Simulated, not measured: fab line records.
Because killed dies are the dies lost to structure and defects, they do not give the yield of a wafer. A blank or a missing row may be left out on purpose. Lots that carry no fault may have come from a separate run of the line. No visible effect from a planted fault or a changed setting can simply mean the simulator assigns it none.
fab line records ; flow gf180mcu
record: lots: 12; wafers: 34; last_day: 34
route steps=602 shown CONTACT@303 V1@337
lots untouched by any fault: they come from a run of this same line in which no faults occurred
start_h: hours from the record's first day to the start of the lot's first wafer shown ; wait_h: how many hours have passed since the lot's step before this one ; " identical to the entry in the row above ; L1.1+2: a single row standing in for several wafers ; - no value, or no start was given ; * or withheld: withheld ; < > ~ a bound
route shown NAME@n: NAME is a module with steps in the file, n the number in the route of the first one ; usual: mean and standard deviation over wafers with no fault ; same: alike in all rows ; chamber/n: place in a boat ; sites: each site's reading ; _std_site: how widely they spread, as a standard deviation ; _edge_site: outer sites' mean less inner sites' ; radius_mm: for every site, how far away it sits from the centre of the wafer ; mask NAME#n: copy n ; behind: the most recent tool/chamber to have shaped the wafer ; hold: what put the lot on hold/how long, in hours/how the hold closed ; device: which transistor (n, p or np) failed to switch ; end of line: the tests these same wafers got at the end of their route ; step lacking rows: just its recipe ; killed: the dies lost at the first sort to structure and to defects; this is not the yield of the wafer ; map: shows each die of a wafer: x if killed, . if not, _ if none is there
set.NAME: the setting that was run; set.NAME@STEP: the one run at that earlier step ; model.NAME: the simulator's own value behind a step, which no gauge read
the route's steps for a sample of lots (tables are steps, rows are wafers)
services: the hour from which a tool's chamber was out of use, counted from the record's first day as start_h (under 0 if before that day), plus the number of hours and why
== steps ==
step: GF_CONTACT_ETCH_16
recipe: chemistry: N2/H2; target_depth_a: withheld; overetch_a: withheld; time_s: withheld; target: BARC; ion_energy_ev: 200; source_w: 500; bias_w: 100; pressure_mtorr: 30; n2_flow_sccm: 100; h2_flow_sccm: 200
usual: drypump_motor_current_A: 5.5/0.5; oes_product_au: 0.854/0.0044; throttle_valve_pct: 13.225/0.008
lot.wafer;tool;chamber;start_h;wait_h;drypump_motor_current_A;oes_product_au;throttle_valve_pct
L203.1;rie_diel-01;2;370.60;0.0;5.5;0.855;13.229
L203.2;rie_diel-01;3;370.60;0.0;5.7;0.843;13.247
L203.6;rie_diel-01;0;370.60;0.0;6.2;0.852;13.225
L204.1;rie_diel-02;0;378.05;0.0;4.7;0.862;13.227
L204.2;rie_diel-02;1;378.05;0.0;5.0;0.858;13.212
L204.4;rie_diel-02;3;378.05;0.0;5.1;0.854;13.231
L205.1;rie_diel-03;0;388.29;0.0;5.1;0.849;13.222
L205.3;rie_diel-03;3;388.29;0.0;6.0;0.862;13.214
L205.6;rie_diel-03;1;388.29;0.0;6.5;0.855;13.211
L208.3;rie_diel-01;1;412.89;0.0;5.2;0.858;13.219
L208.4;rie_diel-01;1;412.89;0.0;5.2;0.854;13.217
L208.6;rie_diel-01;0;412.89;0.0;6.2;0.854;13.225
L210.2;rie_diel-02;1;428.39;0.0;4.9;0.855;13.211
L210.3;rie_diel-02;2;428.39;0.0;5.3;0.851;13.239
L210.5;rie_diel-02;3;428.39;0.0;5.1;0.851;13.216
L214.5;rie_diel-02;2;458.85;0.0;5.3;0.849;13.230
L214.6;rie_diel-02;3;458.85;0.0;5.1;0.850;13.230
L217.3;rie_diel-01;0;490.89;0.0;6.2;0.860;13.232
L217.5;rie_diel-01;2;490.89;0.0;5.5;0.849;13.231
L221.1;rie_diel-02;2;523.93;0.0;5.3;0.856;13.225
L221.3;rie_diel-02;1;523.93;0.0;5.0;0.846;13.231
L221.4;rie_diel-02;0;523.93;0.0;4.7;0.855;13.209
L222.1;rie_diel-01;1;534.80;0.0;5.2;0.852;13.226
L222.2;rie_diel-01;3;534.80;0.0;5.7;0.845;13.217
L222.5;rie_diel-01;1;534.80;0.0;5.2;0.859;13.237
L223.1;rie_diel-02;2;548.43;0.0;5.3;0.862;13.223
L223.4;rie_diel-02;0;548.43;0.0;4.7;0.846;13.217
L223.5;rie_diel-02;2;548.43;0.0;5.3;0.858;13.218
L225.1;rie_diel-02;3;558.93;0.0;5.1;0.859;13.229
L225.4;rie_diel-02;2;558.93;0.0;5.3;0.857;13.234
L225.5;rie_diel-02;2;558.93;0.0;5.3;0.857;13.220
L224.3;rie_diel-03;3;559.79;0.0;6.1;0.855;13.231
L224.4;rie_diel-03;2;559.79;0.0;5.9;0.854;13.231
L224.5;rie_diel-03;2;559.79;0.0;5.9;0.857;13.231
step: GF_CONTACT_SPUTTER_22
recipe: material: Ti; target_thk_nm: 15; chamber_pressure_pa: 5; power_w: 2500; substrate_temp_c: 200; time_s: 80.02
usual: throttle_valve_pct: 29.8/0.83
lot.wafer;tool;chamber;start_h;wait_h;throttle_valve_pct
L203.1;pvd_sputter-04;-;371.07;0.0;30.2
L203.2;pvd_sputter-04;-;371.07;0.0;29.4
L203.6;pvd_sputter-04;-;371.07;0.0;28.8
L204.1;pvd_sputter-04;-;378.52;0.0;30.3
L204.2;pvd_sputter-04;-;378.52;0.0;28.8
L204.4;pvd_sputter-04;-;378.52;0.0;30.2
L205.1;pvd_sputter-04;-;388.85;0.0;30.5
L205.3;pvd_sputter-04;-;388.85;0.0;29.7
L205.6;pvd_sputter-04;-;388.85;0.0;30.3
L208.3;pvd_sputter-01;-;413.35;0.0;28.5
L208.4;pvd_sputter-01;-;413.35;0.0;29.7
L208.6;pvd_sputter-01;-;413.35;0.0;29.4
L210.2;pvd_sputter-04;-;428.96;0.0;30.1
L210.3;pvd_sputter-04;-;428.96;0.0;29.5
L210.5;pvd_sputter-04;-;428.96;0.0;29.5
L214.5;pvd_sputter-02;-;459.34;0.0;30.4
L214.6;pvd_sputter-02;-;459.34;0.0;28.9
L217.3;pvd_sputter-04;-;491.35;0.0;28.7
L217.5;pvd_sputter-04;-;491.35;0.0;29.5
L221.1;pvd_sputter-04;-;524.39;0.0;28.7
L221.3;pvd_sputter-04;-;524.39;0.0;30.4
L221.4;pvd_sputter-04;-;524.39;0.0;29.5
L222.1;pvd_sputter-04;-;535.26;0.0;29.7
L222.2;pvd_sputter-04;-;535.26;0.0;30.4
L222.5;pvd_sputter-04;-;535.26;0.0;30.3
L223.1;pvd_sputter-04;-;548.91;0.0;28.7
L223.4;pvd_sputter-04;-;548.91;0.0;30.6
L223.5;pvd_sputter-04;-;548.91;0.0;30.5
L225.1;pvd_sputter-01;-;559.40;0.0;29.7
L225.4;pvd_sputter-01;-;559.40;0.0;28.8
L225.5;pvd_sputter-01;-;559.40;0.0;28.8
L224.3;pvd_sputter-04;-;560.25;0.0;30.3
L224.4;pvd_sputter-04;-;560.25;0.0;28.7
L224.5;pvd_sputter-04;-;560.25;0.0;29.6
step: GF_CONTACT_CVD_24
recipe: material: W; target_thk_nm: 300; time_s: 90.339; temp_c: 400; pressure_torr: 40
usual: heater_power_w: 799/73
lot.wafer;tool;chamber;start_h;wait_h;heater_power_w
L203.1;cvd_w-01;0;371.17;0.0;916
L203.2;cvd_w-01;1;371.17;0.0;769
L203.6;cvd_w-01;1;371.17;0.0;770
L204.1;cvd_w-02;0;378.62;0.0;767
L204.2;cvd_w-02;1;378.62;0.0;729
L204.4;cvd_w-02;1;378.62;0.0;739
L205.1;cvd_w-01;0;388.95;0.0;921
L205.3;cvd_w-01;0;388.95;0.0;911
L205.6;cvd_w-01;1;388.95;0.0;760
L208.3;cvd_w-02;1;413.48;0.1;754
L208.4;cvd_w-02;0;413.48;0.1;732
L208.6;cvd_w-02;0;413.48;0.1;768
L210.2;cvd_w-02;0;429.06;0.0;748
L210.3;cvd_w-02;1;429.06;0.0;764
L210.5;cvd_w-02;1;429.06;0.0;758
L214.5;cvd_w-01;1;459.48;0.1;780
L214.6;cvd_w-01;0;459.48;0.1;945
L217.3;cvd_w-01;0;491.48;0.1;925
L217.5;cvd_w-01;1;491.48;0.1;777
L221.1;cvd_w-02;0;524.49;0.0;753
L221.3;cvd_w-02;1;524.49;0.0;756
L221.4;cvd_w-02;0;524.49;0.0;741
L222.1;cvd_w-02;1;535.36;0.0;773
L222.2;cvd_w-02;0;535.36;0.0;744
L222.5;cvd_w-02;0;535.36;0.0;742
L223.1;cvd_w-02;0;549.01;0.0;751
L223.4;cvd_w-02;1;549.01;0.0;734
L223.5;cvd_w-02;1;549.01;0.0;736
L225.1;cvd_w-02;1;559.50;0.0;758
L225.4;cvd_w-02;1;559.50;0.0;760
L225.5;cvd_w-02;0;559.50;0.0;758
L224.3;cvd_w-01;1;560.38;0.1;801
L224.4;cvd_w-01;0;560.38;0.1;935
L224.5;cvd_w-01;0;560.38;0.1;913
step: GF_CONTACT_RS_MEAS_25
recipe: thk_meas_gauge: four-point-probe; reads: W_of_CONTACT_CVD_24+TiN_of_CONTACT_SPUTTER_23+Ti_of_CONTACT_SPUTTER_22
usual: CONTACT_W_RS: 0.385/0.0047
lot.wafer;tool;chamber;start_h;wait_h;CONTACT_W_RS[ohm/sq]
L203.1;film_metro-03;-;371.27;0.1;0.389
L203.2;film_metro-03;-;371.27;0.1;0.387
L203.6;film_metro-03;-;371.27;0.1;0.385
L204.1;film_metro-04;-;378.72;0.1;0.385
L204.2;film_metro-04;-;378.72;0.1;0.385
L204.4;film_metro-04;-;378.72;0.1;0.387
L205.1;film_metro-02;-;389.05;0.1;0.384
L205.3;film_metro-02;-;389.05;0.1;0.381
L205.6;film_metro-02;-;389.05;0.1;0.384
L208.3;film_metro-03;-;413.59;0.1;0.390
L208.4;film_metro-03;-;413.59;0.1;0.382
L208.6;film_metro-03;-;413.59;0.1;0.378
L210.2;film_metro-04;-;429.18;0.1;0.378
L210.3;film_metro-04;-;429.18;0.1;0.389
L210.5;film_metro-04;-;429.18;0.1;0.388
L214.5;film_metro-03;-;459.59;0.1;0.390
L214.6;film_metro-03;-;459.59;0.1;0.590
L217.3;film_metro-02;-;491.59;0.1;0.602
L217.5;film_metro-02;-;491.59;0.1;0.384
L221.1;film_metro-03;-;524.59;0.1;0.380
L221.3;film_metro-03;-;524.59;0.1;0.385
L221.4;film_metro-03;-;524.59;0.1;0.384
L222.1;film_metro-02;-;535.46;0.1;0.385
L222.2;film_metro-02;-;535.46;0.1;0.380
L222.5;film_metro-02;-;535.46;0.1;0.380
L223.1;film_metro-02;-;549.11;0.1;0.379
L223.4;film_metro-02;-;549.11;0.1;0.378
L223.5;film_metro-02;-;549.11;0.1;0.380
L225.1;film_metro-03;-;559.60;0.1;0.380
L225.4;film_metro-03;-;559.60;0.1;0.384
L225.5;film_metro-03;-;559.60;0.1;0.379
L224.3;film_metro-02;-;560.52;0.1;0.385
L224.4;film_metro-02;-;560.52;0.1;0.382
L224.5;film_metro-02;-;560.52;0.1;0.380
step: GF_CONTACT_THK_MEAS_26
recipe: thk_meas_gauge: xrf; reads: W_of_CONTACT_CVD_24
usual: CONTACT_W_THK: 294/4.2
lot.wafer;tool;chamber;start_h;wait_h;CONTACT_W_THK[nm]
L203.1;film_metro-03;-;371.39;0.1;295
L203.2;film_metro-03;-;371.39;0.1;295
L203.6;film_metro-03;-;371.39;0.1;296
L204.1;film_metro-04;-;378.84;0.1;300
L204.2;film_metro-04;-;378.84;0.1;297
L204.4;film_metro-04;-;378.84;0.1;296
L205.1;film_metro-02;-;389.17;0.1;297
L205.3;film_metro-02;-;389.17;0.1;299
L205.6;film_metro-02;-;389.17;0.1;296
L208.3;film_metro-03;-;413.69;0.1;294
L208.4;film_metro-03;-;413.69;0.1;300
L208.6;film_metro-03;-;413.69;0.1;304
L210.2;film_metro-04;-;429.29;0.1;305
L210.3;film_metro-04;-;429.29;0.1;297
L210.5;film_metro-04;-;429.29;0.1;295
L214.5;film_metro-03;-;459.67;0.1;290
L214.6;film_metro-03;-;459.67;0.1;192
L217.3;film_metro-02;-;491.69;0.1;189
L217.5;film_metro-02;-;491.69;0.1;294
L221.1;film_metro-03;-;524.71;0.1;295
L221.3;film_metro-03;-;524.71;0.1;292
L221.4;film_metro-03;-;524.71;0.1;295
L222.1;film_metro-02;-;535.58;0.1;296
L222.2;film_metro-02;-;535.58;0.1;298
L222.5;film_metro-02;-;535.58;0.1;299
L223.1;film_metro-02;-;549.23;0.1;300
L223.4;film_metro-02;-;549.23;0.1;302
L223.5;film_metro-02;-;549.23;0.1;297
L225.1;film_metro-03;-;559.72;0.1;295
L225.4;film_metro-03;-;559.72;0.1;294
L225.5;film_metro-03;-;559.72;0.1;298
L224.3;film_metro-02;-;560.62;0.1;292
L224.4;film_metro-02;-;560.62;0.1;297
L224.5;film_metro-02;-;560.62;0.1;297
step: GF_CONTACT_CMP_27
recipe: stop_on: SiO2; down_force_psi: 3.5; platen_rpm: 60; t_overpolish_s: 15; target_thk_nm: 0; pad_velocity_m_s: 0.94248
usual: motor_current_A: 10.7/0.69; platen_rpm: 60.00/0.045; time_to_endpoint_s: 72/4.6
lot.wafer;tool;chamber;start_h;wait_h;motor_current_A;platen_rpm;time_to_endpoint_s
L203.2;cmp-02;2;371.55;0.1;10.2;60.01;79
L203.1;cmp-02;3;371.55;0.1;10.3;60.01;75
L203.6;cmp-02;0;371.55;0.1;11.4;60.00;75
L204.4;cmp-02;2;378.90;0.0;9.9;59.98;82
L204.1;cmp-02;3;378.90;0.0;10.2;60.06;78
L204.2;cmp-02;1;378.90;0.0;10.5;59.97;75
L205.3;cmp-01;3;389.23;0.0;10.9;60.02;72
L205.1;cmp-01;1;389.23;0.0;11.5;59.99;71
L205.6;cmp-01;3;389.23;0.0;11.3;59.94;75
L208.4;cmp-02;2;413.73;0.0;9.8;59.96;73
L208.3;cmp-02;0;413.73;0.0;11.8;59.98;70
L208.6;cmp-02;2;413.73;0.0;10.3;59.98;76
L210.2;cmp-01;3;429.39;0.1;10.9;59.90;71
L210.3;cmp-01;0;429.39;0.1;10.9;60.02;66
L210.5;cmp-01;2;429.39;0.1;10.2;60.02;59
L214.6;cmp-01;1;459.89;0.2;11.4;59.99;49
L214.5;cmp-01;2;459.89;0.2;10.2;59.98;60
L217.3;cmp-01;3;491.83;0.1;11.0;60.08;48
L217.5;cmp-01;1;491.83;0.1;11.5;60.06;73
L221.3;cmp-02;3;524.77;0.0;10.1;60.03;75
L221.1;cmp-02;0;524.77;0.0;12.0;59.96;74
L221.4;cmp-02;2;524.77;0.0;9.5;60.03;77
L222.1;cmp-01;3;535.74;0.1;11.0;60.06;72
L222.2;cmp-01;0;535.74;0.1;10.8;59.99;70
L222.5;cmp-01;2;535.74;0.1;10.0;59.94;64
L223.4;cmp-02;0;549.33;0.1;11.3;60.03;72
L223.1;cmp-02;3;549.33;0.1;10.5;59.97;76
L223.5;cmp-02;1;549.33;0.1;10.7;59.99;75
L225.4;cmp-01;0;559.78;0.0;10.8;60.03;74
L225.1;cmp-01;3;559.78;0.0;11.1;60.05;75
L225.5;cmp-01;0;559.78;0.0;11.2;60.00;77
L224.3;cmp-02;1;560.71;0.1;10.7;59.94;72
L224.4;cmp-02;2;560.71;0.1;9.8;59.99;80
L224.5;cmp-02;1;560.71;0.1;10.1;59.95;75
step: GF_V1_CVD_02
recipe: material: SiO2; target_thk_nm: 850; precursor: TEOS; temp_c: 400; time_s: 94.851; rf_w: 600
usual: heater_power_w: 634/61
lot.wafer;tool;chamber;start_h;wait_h;heater_power_w
L203.1;pecvd-04;1;395.25;0.1;651
L203.2;pecvd-04;0;395.25;0.1;591
L203.6;pecvd-04;1;395.25;0.1;682
L204.1;pecvd-02;0;403.26;0.1;683
L204.2;pecvd-02;1;403.26;0.1;626
L204.4;pecvd-02;1;403.26;0.1;689
L205.1;pecvd-02;2;414.16;0.1;591
L205.3;pecvd-02;0;414.16;0.1;715
L205.6;pecvd-02;2;414.16;0.1;632
L208.3;pecvd-03;2;439.11;0.0;640
L208.4;pecvd-03;1;439.11;0.0;501
L208.6;pecvd-03;0;439.11;0.0;680
L210.2;pecvd-02;1;455.09;0.0;628
L210.3;pecvd-02;0;455.09;0.0;691
L210.5;pecvd-02;0;455.09;0.0;538
L214.5;pecvd-02;1;484.89;0.0;694
L214.6;pecvd-02;2;484.89;0.0;708
L217.3;pecvd-03;0;516.49;0.0;675
L217.5;pecvd-03;1;516.49;0.0;503
L221.1;pecvd-03;2;549.10;0.1;579
L221.3;pecvd-03;1;549.10;0.1;560
L221.4;pecvd-03;0;549.10;0.1;673
L222.1;pecvd-02;2;559.58;0.1;657
L222.2;pecvd-02;0;559.58;0.1;688
L222.5;pecvd-02;0;559.58;0.1;543
L223.1;pecvd-02;0;572.36;0.1;629
L223.4;pecvd-02;2;572.36;0.1;656
L223.5;pecvd-02;1;572.36;0.1;705
L225.1;pecvd-02;0;582.43;0.1;693
L225.4;pecvd-02;0;582.43;0.1;553
L225.5;pecvd-02;2;582.43;0.1;670
L224.3;pecvd-03;0;583.41;0.0;699
L224.4;pecvd-03;0;583.41;0.0;557
L224.5;pecvd-03;1;583.41;0.0;600
== services ==
tool;chamber;start_h;hours;kind
pecvd-03;2;348.08;7.1;repair
cmp-01;-;348.26;4.3;pm
pecvd-02;-;362.33;2.8;pm
rie_diel-02;1;380.89;2.8;repair
cvd_w-02;-;390.00;14.0;pm
cmp-02;-;390.76;3.2;repair
cvd_w-02;-;402.00;0.8;repair
cmp-02;-;404.04;4.0;pm
cvd_w-01;1;412.45;2.1;repair
cmp-01;-;442.38;1.2;repair
cmp-02;-;442.97;4.0;repair
cmp-02;-;456.17;4.0;repair
cvd_w-02;-;457.65;0.9;repair
rie_diel-02;3;462.80;58.8;repair
cvd_w-02;0;466.00;8.7;repair
rie_diel-02;0;488.85;4.8;repair
cmp-02;-;490.37;0.4;repair
rie_diel-02;-;495.04;28.1;pm
pecvd-02;-;502.31;1.0;repair
cmp-02;-;511.99;0.8;repair
cmp-02;-;515.82;0.3;repair
cmp-01;-;523.26;3.9;repair
cvd_w-02;1;531.70;1.4;repair
cmp-01;-;572.27;4.0;pm
== key ==
first_sign: step: GF_CONTACT_RS_MEAS_25; reading: CONTACT_W_RS; direction: up; sigmas: 45; usual: 0.385; struck: 0.596
effect: step: GF_CONTACT_THK_MEAS_26; reading: CONTACT_W_THK; direction: down; sigmas: 25; usual: 294; struck: 191
effect: step: GF_CONTACT_CMP_27; reading: time_to_endpoint_s; direction: down; sigmas: 5.2; usual: *; struck: *
met_at GF_CONTACT_CVD_24
struck_lots L214,L217
struck_wafers L214.6,L217.3
tester_left_out L214,L217
not_acting_at GF_CONTACT_ETCH_16,GF_CONTACT_SPUTTER_22,GF_V1_CVD_02
onset_between 388.95 459.48
fault: kind: process_parameter_drift; tool: cvd_w-01; chamber: -; onset_h: 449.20; steps: GF_CONTACT_CVD_24; channel: target_thk_nm; offset: -102.42; shape: step; end_h: 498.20; scope: struck_wafers_only; acts_in: these_recipes_only; stated: 300
tester_left_out: of these lots the tester's yield and bins aren't shown, on N5 and GAA mostly nor the transistor test; their killed dies are dies lost to structure and defects alone, not to doping, threshold or leakage, so they don't give the yield
